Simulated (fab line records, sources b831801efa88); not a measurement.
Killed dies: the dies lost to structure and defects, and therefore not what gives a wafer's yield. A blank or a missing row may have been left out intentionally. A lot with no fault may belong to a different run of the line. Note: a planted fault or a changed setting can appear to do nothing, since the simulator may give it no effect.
Chamber matching :: flow gf180mcu :: rie_si-01 running GF_STI_ETCH_14: 4 sister chambers
The step etches Si in HBr/Cl2/O2, target depth 360 nm, time 102.9 s. 29 wafers are shown with their chamber, then 12 later ones without.

WAFERS, EACH WITH ITS CHAMBER
wafer: L076.2
chamber: 3
drypump_motor_current_A (A): 5.6
he_backside_leak_sccm (sccm): 2.4
oes_product_au (a.u.): 1.008

wafer: L076.3
chamber: 1
drypump_motor_current_A (A): 5.4
he_backside_leak_sccm (sccm): 2.7
oes_product_au (a.u.): 1.016

wafer: L076.5
chamber: 3
drypump_motor_current_A (A): 5.6
he_backside_leak_sccm (sccm): 2.5
oes_product_au (a.u.): 1.008

wafer: L077.3
chamber: 1
drypump_motor_current_A (A): 5.4
he_backside_leak_sccm (sccm): 2.7
oes_product_au (a.u.): 1.001

wafer: L077.5
chamber: 1
drypump_motor_current_A (A): 5.4
he_backside_leak_sccm (sccm): 2.7
oes_product_au (a.u.): 0.997

wafer: L077.6
chamber: 0
drypump_motor_current_A (A): 6.3
he_backside_leak_sccm (sccm): 3.0
oes_product_au (a.u.): 0.993

wafer: L078.2
chamber: 3
drypump_motor_current_A (A): 5.6
he_backside_leak_sccm (sccm): 2.4
oes_product_au (a.u.): 1.006

wafer: L078.3
chamber: 2
drypump_motor_current_A (A): 5.0
he_backside_leak_sccm (sccm): 2.5
oes_product_au (a.u.): 1.008

wafer: L078.5
chamber: 2
drypump_motor_current_A (A): 5.0
he_backside_leak_sccm (sccm): 2.6
oes_product_au (a.u.): 1.018

wafer: L080.2
chamber: 1
drypump_motor_current_A (A): 5.4
he_backside_leak_sccm (sccm): 2.6
oes_product_au (a.u.): 0.997

wafer: L080.3
chamber: 3
drypump_motor_current_A (A): 5.6
he_backside_leak_sccm (sccm): 2.6
oes_product_au (a.u.): 1.014

wafer: L080.6
chamber: 0
drypump_motor_current_A (A): 6.3
he_backside_leak_sccm (sccm): 2.8
oes_product_au (a.u.): 0.998

wafer: L081.1
chamber: 3
drypump_motor_current_A (A): 5.6
he_backside_leak_sccm (sccm): 2.4
oes_product_au (a.u.): 1.006

wafer: L081.4
chamber: 0
drypump_motor_current_A (A): 6.3
he_backside_leak_sccm (sccm): 2.9
oes_product_au (a.u.): 0.996

wafer: L081.6
chamber: 0
drypump_motor_current_A (A): 6.3
he_backside_leak_sccm (sccm): 3.0
oes_product_au (a.u.): 0.999

wafer: L082.2
chamber: 1
drypump_motor_current_A (A): 5.4
he_backside_leak_sccm (sccm): 2.9
oes_product_au (a.u.): 0.994

wafer: L082.4
chamber: 3
drypump_motor_current_A (A): 5.6
he_backside_leak_sccm (sccm): 2.5
oes_product_au (a.u.): 1.010

wafer: L082.5
chamber: 1
drypump_motor_current_A (A): 5.4
he_backside_leak_sccm (sccm): 2.8
oes_product_au (a.u.): 1.005

wafer: L084.1
chamber: 3
drypump_motor_current_A (A): 5.6
he_backside_leak_sccm (sccm): 2.4
oes_product_au (a.u.): 1.007

wafer: L084.2
chamber: 0
drypump_motor_current_A (A): 6.3
he_backside_leak_sccm (sccm): 2.9
oes_product_au (a.u.): 1.003

wafer: L084.3
chamber: 1
drypump_motor_current_A (A): 5.4
he_backside_leak_sccm (sccm): 2.8
oes_product_au (a.u.): 0.993

wafer: L086.2
chamber: 1
drypump_motor_current_A (A): 5.4
he_backside_leak_sccm (sccm): 2.8
oes_product_au (a.u.): 0.991

wafer: L086.3
chamber: 3
drypump_motor_current_A (A): 5.6
he_backside_leak_sccm (sccm): 2.6
oes_product_au (a.u.): 1.007

wafer: L088.1
chamber: 0
drypump_motor_current_A (A): 6.3
he_backside_leak_sccm (sccm): 2.9
oes_product_au (a.u.): 0.999

wafer: L088.2
chamber: 1
drypump_motor_current_A (A): 5.5
he_backside_leak_sccm (sccm): 2.8
oes_product_au (a.u.): 1.008

wafer: L088.3
chamber: 2
drypump_motor_current_A (A): 5.0
he_backside_leak_sccm (sccm): 2.6
oes_product_au (a.u.): 1.024

wafer: L089.1
chamber: 1
drypump_motor_current_A (A): 5.4
he_backside_leak_sccm (sccm): 2.7
oes_product_au (a.u.): 1.009

wafer: L089.4
chamber: 3
drypump_motor_current_A (A): 5.6
he_backside_leak_sccm (sccm): 2.5
oes_product_au (a.u.): 1.013

wafer: L089.6
chamber: 1
drypump_motor_current_A (A): 5.4
he_backside_leak_sccm (sccm): 2.4
oes_product_au (a.u.): 0.996

SIGNATURES (means of the wafers above)
reading: drypump_motor_current_A
chamber 0: 6.300
chamber 1: 5.409
chamber 2: 5.000
chamber 3: 5.600
scatter within a chamber: 0.0191

reading: he_backside_leak_sccm
chamber 0: 2.917
chamber 1: 2.718
chamber 2: 2.567
chamber 3: 2.478
scatter within a chamber: 0.103

reading: oes_product_au
chamber 0: 0.99800
chamber 1: 1.00064
chamber 2: 1.01667
chamber 3: 1.00878
scatter within a chamber: 0.00593
Rule: for each reading, subtract the chamber's mean from the wafer's reading, divide by that reading's scatter and square the result; add these up over the readings and take the root, which gives the wafer's distance from the chamber. The wafer belongs to the nearest chamber; if the next one is less than 2 further off, it can't be placed. The scatter: the root of (the sum of the squares of (reading less its chamber's mean) over the shown wafers, divided by (wafers less chambers)).

WAFERS MISSING THEIR CHAMBER
wafer: L090.2
drypump_motor_current_A (A): 5.4
he_backside_leak_sccm (sccm): 2.6
oes_product_au (a.u.): 0.990

wafer: L090.3
drypump_motor_current_A (A): 5.0
he_backside_leak_sccm (sccm): 2.5
oes_product_au (a.u.): 1.022

wafer: L090.6
drypump_motor_current_A (A): 5.4
he_backside_leak_sccm (sccm): 2.5
oes_product_au (a.u.): 0.998

wafer: L092.3
drypump_motor_current_A (A): 5.0
he_backside_leak_sccm (sccm): 2.6
oes_product_au (a.u.): 1.016

wafer: L092.5
drypump_motor_current_A (A): 5.0
he_backside_leak_sccm (sccm): 2.7
oes_product_au (a.u.): 1.027

wafer: L092.6
drypump_motor_current_A (A): 5.6
he_backside_leak_sccm (sccm): 2.6
oes_product_au (a.u.): 1.000

wafer: L095.3
drypump_motor_current_A (A): 6.3
he_backside_leak_sccm (sccm): 2.9
oes_product_au (a.u.): 1.004

wafer: L095.5
drypump_motor_current_A (A): 6.3
he_backside_leak_sccm (sccm): 3.0
oes_product_au (a.u.): 0.992

wafer: L095.6
drypump_motor_current_A (A): 5.4
he_backside_leak_sccm (sccm): 2.8
oes_product_au (a.u.): 1.000

wafer: L096.1
drypump_motor_current_A (A): 6.3
he_backside_leak_sccm (sccm): 2.9
oes_product_au (a.u.): 0.992

wafer: L096.3
drypump_motor_current_A (A): 5.4
he_backside_leak_sccm (sccm): 2.6
oes_product_au (a.u.): 1.008

wafer: L096.6
drypump_motor_current_A (A): 5.4
he_backside_leak_sccm (sccm): 2.7
oes_product_au (a.u.): 0.994

WHICH CHAMBER EACH WENT THROUGH
wafer: L090.2
from the rows above: 1
in truth: 1

wafer: L090.3
from the rows above: 2
in truth: 2

wafer: L090.6
from the rows above: 1
in truth: 1

wafer: L092.3
from the rows above: 2
in truth: 2

wafer: L092.5
from the rows above: 2
in truth: 2

wafer: L092.6
from the rows above: 3
in truth: 3

wafer: L095.3
from the rows above: 0
in truth: 0

wafer: L095.5
from the rows above: 0
in truth: 0

wafer: L095.6
from the rows above: 1
in truth: 1

wafer: L096.1
from the rows above: 0
in truth: 0

wafer: L096.3
from the rows above: 1
in truth: 1

wafer: L096.6
from the rows above: 1
in truth: 1
Placed correctly: 12 of 12. Left unplaced by these rows: 0. 0 placed wrongly.
